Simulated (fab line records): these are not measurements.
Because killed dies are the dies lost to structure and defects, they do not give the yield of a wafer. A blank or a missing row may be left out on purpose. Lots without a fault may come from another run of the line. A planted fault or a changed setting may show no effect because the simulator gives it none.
Shared-tool check	flow gf180mcu	48 wafers sampled across 14 lots

WHAT PROMPTED THE OPENING
Of 14 lots, 2 have the reading HV_LDD_4_TW flagged at GF_HV_LDD_TW_MEAS_50. Wafers without a fault read 570, standard deviation 4.5.
Rule: a lot gets a flag if all its wafers with a number sit over 4 standard deviations from that mean, or if no wafer of it has a number. The other lots count as sound.

lot	measured	on	HV_LDD_4_TW, wafer by wafer	flag
L535	day 12 08:11	film-metro-04	573 575 576	
L536	day 12 16:27	film-metro-04	573 573 576	
L537	day 13 03:46	film-metro-04	574 575 574	
L538	day 13 08:18	film-metro-01	573 568 569	
L539	day 13 17:22	film-metro-01	568 572 568	
L542	day 14 17:36	film-metro-01	570 569 568	
L543	day 15 02:32	film-metro-02	563 565 568	
L544	day 15 09:23	film-metro-01	566 568 566	
L545	day 15 17:29	film-metro-04	573 575 574	
L548	day 16 21:26	film-metro-01	573 567 569	
L549	day 17 03:55	film-metro-04	575 575 573	
L556	day 19 14:02	film-metro-02	510 510 509 509 511 512	FLAGGED
L557	day 20 05:54	film-metro-04	525 523 524 526 524 528	FLAGGED
L558	day 20 06:04	film-metro-01	570 569 568	
The mean of the flagged lots' numbers is 518, -52 from the usual (-12 standard deviations).

WHICH TOOL EACH LOT WENT THROUGH
The record holds 1 process step before the reading, out of a route of 602 steps. Each cell gives the tool, then ch followed by the chambers the sampled wafers passed through, then the start.
lot	flag	GF_HV_LDD_IMPLANT_48
L535		implanter-02 ch 0, day 12 07:57
L536		implanter-02 ch 0, day 12 16:12
L537		implanter-02 ch 0, day 13 03:32
L538		implanter-02 ch 0, day 13 08:06
L539		implanter-02 ch 0, day 13 17:07
L542		implanter-03 ch 0, day 14 17:21
L543		implanter-02 ch 0, day 15 02:18
L544		implanter-04 ch 0, day 15 09:10
L545		implanter-02 ch 0, day 15 17:15
L548		implanter-03 ch 0, day 16 21:12
L549		implanter-04 ch 0, day 17 03:41
L556	FLAGGED	implanter-03 ch 0, day 19 13:48
L557	FLAGGED	implanter-03 ch 0, day 20 05:39
L558		implanter-04 ch 0, day 20 05:49
What these steps do:
- GF_HV_LDD_IMPLANT_48
- GF_HV_LDD_TW_MEAS_50

FLAGGED AGAINST TOTAL, ONE TOOL AT A TIME (gauges that did the reading follow at the end)
step	tool	lots run	flagged	share of the flagged lots	sound lots run after its first flagged lot
GF_HV_LDD_IMPLANT_48	implanter-02	7	0	none	-
GF_HV_LDD_IMPLANT_48	implanter-03	4	2	all	0
GF_HV_LDD_IMPLANT_48	implanter-04	3	0	none	-
GF_HV_LDD_TW_MEAS_50	film-metro-01	6	0	none	-
GF_HV_LDD_TW_MEAS_50	film-metro-02	2	1	some	0
GF_HV_LDD_TW_MEAS_50	film-metro-04	6	1	some	0

WHAT THE TABLE ALLOWS
All flagged lots share 1 row of the table, namely implanter-03 at GF_HV_LDD_IMPLANT_48.
- implanter-03 at GF_HV_LDD_IMPLANT_48 ran 4 lots, 2 of them flagged. A fault beginning between L548 (day 16 21:12), its last sound lot, and L556 (day 19 13:48), its first flagged one, fits the data. Its own readings lie more than 4 standard deviations out on every wafer of the flagged lots: beam-energy-keV.
implanter-03 at GF_HV_LDD_IMPLANT_48 is the single tool remaining.

WHAT WAS PUT IN BY THE SIMULATOR
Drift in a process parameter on implanter-03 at GF_HV_LDD_IMPLANT_48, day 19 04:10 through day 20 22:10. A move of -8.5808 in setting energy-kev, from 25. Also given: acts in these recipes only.
Struck lots among those shown: L556, L557. Same finding as the rule above.
